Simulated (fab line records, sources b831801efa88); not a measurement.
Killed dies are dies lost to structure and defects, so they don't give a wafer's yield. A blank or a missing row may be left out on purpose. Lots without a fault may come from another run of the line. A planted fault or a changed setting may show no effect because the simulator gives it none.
A struck lot beside a sound one | flow sfq_line | 14 steps out of a route of 325
Sound: wafers L846.1, L846.2, L846.5. Struck: wafers L841.3, L841.4, L841.5. The cause comes at the end.
At each step with rows: each side's tool, then ch and its chambers, then its first start. Under that, the readings that differ: sound wafers | struck wafers | difference of the means | sigmas: that difference in standard deviations of wafers without a fault.
alike: readings whose means differ by less than 2 such deviations, and words and numbers that are the same on both sides. not compared: withheld readings, readings that some wafer has no value for, bounds like >300 that may hide the same value, and numbers for which the record gives no deviation and whose values overlap.
The two part at a step that has a row with sigmas, a row that says differs or no value, or rows on one side only. Numbers that don't overlap but have no deviation are shown without sigmas and don't part them. A reading that every wafer of one side lacks parts them only if that side has two wafers or more.

SFQ_TRILAYER_M6_BARC_OPEN_METAL_ETCH_206: etches BARC in O2, target depth 125 nm, time 41.7 s.
  sound on rie_metal-03 ch 0,1, day 72 04:45; struck on rie_metal-03 ch 0,1, day 70 02:15
  alike: drypump_motor_current_A, oes_product_au, rf_fwd_power_W
  not compared: rf_hours_counter_h
SFQ_TRILAYER_M6_ETCH_METAL_ETCH_162: etches Nb in Cl2/Ar, stops on SiO2, target depth 240 nm, time 120 s.
  sound on rie_metal-03 ch 0,1, day 72 04:49; struck on rie_metal-03 ch 0,1, day 70 02:20
  alike: drypump_motor_current_A, oes_product_au, rf_fwd_power_W
  not compared: rf_hours_counter_h
SFQ_TRILAYER_M6_STRIP_STRIP_163: strips in O2.
  sound on rie_metal-03 ch 0,1, day 72 04:56; struck on rie_metal-03 ch 0,1, day 70 02:37
  alike: drypump_motor_current_A, oes_product_au
  not compared: rf_hours_counter_h
then, 1 step without rows for these wafers: SFQ_TRILAYER_M6_STRIP_SOLV_CLEAN_164 (cleans in NMP, time 600 s).
SFQ_TRILAYER_I6_DEP_PECVD_165: deposits SiO2 from SiH4/N2O, time 111.11 s, target thk 500 nm.
  sound on pecvd-03 ch 1,2, day 72 05:44; struck on pecvd-01 ch 0,1, day 70 03:11
  alike: heater_power_w, rf_fwd_power_W, throttle_valve_pct
SFQ_TRILAYER_I6_CMP_CMP_166: polishes SiO2.
  sound on cmp-01 ch 0,2,3, day 72 08:51; struck on cmp-02 ch 1,3, day 70 04:59
  alike: motor_current_A, slurry_flow_ml_min, time_to_endpoint_s
SFQ_I6_BOW_MEAS_941:
  sound on film_metro-01, day 72 10:51; struck on film_metro-03, day 70 08:02
  alike: I6_BOW
then, 5 steps without rows for these wafers: SFQ_TRILAYER_I6_METRO_MEASURE_167; SFQ_TRILAYER_I6_VIA_LITHO_COAT_174 (resist thk 62 nm); SFQ_TRILAYER_I6_VIA_LITHO_COAT_169 (resist thk 650 nm); SFQ_TRILAYER_I6_VIA_LITHO_SOFTBAKE_173; SFQ_TRILAYER_I6_VIA_LITHO_EXPOSE_170 (exposes mask I6, target cd 700 nm).
-- the record jumps here: 4 days lie between the struck wafers' starts before and after --
SFQ_TRILAYER_I6_VIA_LITHO_PEB_172: peb time 60 s.
  sound on litho_track-04 ch 0, day 76 07:13; struck on litho_track-04, day 74 01:42
  no value came back on the struck wafers for chill_plate_temp_C (C), exhaust_pa (Pa); on the sound wafers chill_plate_temp_C (C) reads 22.90 22.99 22.96
then, 1 step without rows for these wafers: SFQ_TRILAYER_I6_VIA_LITHO_DEVELOP_171 (time 60 s).

WHERE THEY PART
Only at SFQ_TRILAYER_I6_VIA_LITHO_PEB_172, within this record.

WHY: what the simulator had put in
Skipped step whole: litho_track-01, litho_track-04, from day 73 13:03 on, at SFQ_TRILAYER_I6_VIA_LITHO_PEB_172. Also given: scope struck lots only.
